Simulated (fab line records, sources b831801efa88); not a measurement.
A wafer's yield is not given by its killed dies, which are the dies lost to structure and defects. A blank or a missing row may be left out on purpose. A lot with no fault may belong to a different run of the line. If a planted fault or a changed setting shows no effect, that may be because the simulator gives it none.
Matching of chambers :: flow gf180mcu :: GF_STI_ETCH_14 on rie-si-02: 4 sister chambers
The step etches Si in HBr/Cl2/O2, target depth 360 nm, time 102.9 s. 16 wafers are shown with their chamber, then 8 later ones without.

WAFERS, EACH WITH ITS CHAMBER
wafer: L450.1
chamber: 1
oes-product-au (a.u.): 1.014
throttle-valve-pct (%): 25.643

wafer: L450.2
chamber: 3
oes-product-au (a.u.): 0.978
throttle-valve-pct (%): 25.681

wafer: L450.4
chamber: 0
oes-product-au (a.u.): 1.009
throttle-valve-pct (%): 25.661

wafer: L451.1
chamber: 3
oes-product-au (a.u.): 0.994
throttle-valve-pct (%): 25.648

wafer: L451.4
chamber: 0
oes-product-au (a.u.): 1.002
throttle-valve-pct (%): 25.658

wafer: L451.6
chamber: 2
oes-product-au (a.u.): 0.997
throttle-valve-pct (%): 25.663

wafer: L452.3
chamber: 0
oes-product-au (a.u.): 1.009
throttle-valve-pct (%): 25.639

wafer: L452.5
chamber: 0
oes-product-au (a.u.): 1.004
throttle-valve-pct (%): 25.633

wafer: L452.6
chamber: 1
oes-product-au (a.u.): 1.009
throttle-valve-pct (%): 25.646

wafer: L453.1
chamber: 1
oes-product-au (a.u.): 1.010
throttle-valve-pct (%): 25.621

wafer: L453.2
chamber: 3
oes-product-au (a.u.): 0.981
throttle-valve-pct (%): 25.658

wafer: L453.6
chamber: 1
oes-product-au (a.u.): 1.010
throttle-valve-pct (%): 25.664

wafer: L454.1
chamber: 2
oes-product-au (a.u.): 1.000
throttle-valve-pct (%): 25.661

wafer: L454.5
chamber: 2
oes-product-au (a.u.): 0.999
throttle-valve-pct (%): 25.644

wafer: L454.6
chamber: 3
oes-product-au (a.u.): 0.991
throttle-valve-pct (%): 25.672

wafer: L457.2
chamber: 3
oes-product-au (a.u.): 0.989
throttle-valve-pct (%): 25.669

SIGNATURES (means of the wafers above)
reading: oes-product-au
chamber 0: 1.00600
chamber 1: 1.01075
chamber 2: 0.99867
chamber 3: 0.98660
scatter within a chamber: 0.0045

reading: throttle-valve-pct
chamber 0: 25.64775
chamber 1: 25.64350
chamber 2: 25.65600
chamber 3: 25.66560
scatter within a chamber: 0.0141
Rule: a wafer's distance from a chamber is the root of the sum, over the readings, of the square of ((its reading less the chamber's mean) divided by the reading's scatter). If the next closest chamber is less than 2 further off than the closest, the wafer can't be placed; otherwise it belongs to the closest. The scatter is the square root of a quotient: the sum, over the shown wafers, of each reading's squared deviation from its chamber's mean, divided by wafers minus chambers.

WAFERS MISSING THEIR CHAMBER
wafer: L457.3
oes-product-au (a.u.): 1.007
throttle-valve-pct (%): 25.661

wafer: L457.5
oes-product-au (a.u.): 0.998
throttle-valve-pct (%): 25.658

wafer: L466.1
oes-product-au (a.u.): 1.002
throttle-valve-pct (%): 25.676

wafer: L466.5
oes-product-au (a.u.): 1.014
throttle-valve-pct (%): 25.663

wafer: L466.6
oes-product-au (a.u.): 1.005
throttle-valve-pct (%): 25.650

wafer: L469.4
oes-product-au (a.u.): 0.976
throttle-valve-pct (%): 25.669

wafer: L469.5
oes-product-au (a.u.): 1.002
throttle-valve-pct (%): 25.660

wafer: L469.6
oes-product-au (a.u.): 0.998
throttle-valve-pct (%): 25.656

CHAMBER TAKEN BY EACH
wafer: L457.3
from the rows above: can't be placed: 0 or 1 or 2
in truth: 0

wafer: L457.5
from the rows above: can't be placed: 2 or 0
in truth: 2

wafer: L466.1
from the rows above: can't be placed: 2 or 0 or 1 or 3
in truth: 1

wafer: L466.5
from the rows above: can't be placed: 1 or 0 or 2
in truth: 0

wafer: L466.6
from the rows above: can't be placed: 0 or 1 or 2
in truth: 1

wafer: L469.4
from the rows above: 3
in truth: 3

wafer: L469.5
from the rows above: can't be placed: 2 or 0 or 1
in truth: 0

wafer: L469.6
from the rows above: can't be placed: 2 or 0
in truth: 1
Correctly placed: 1 of 8. These rows do not allow placing 7 (true chamber among the candidates in 6). Wrongly placed: 0.
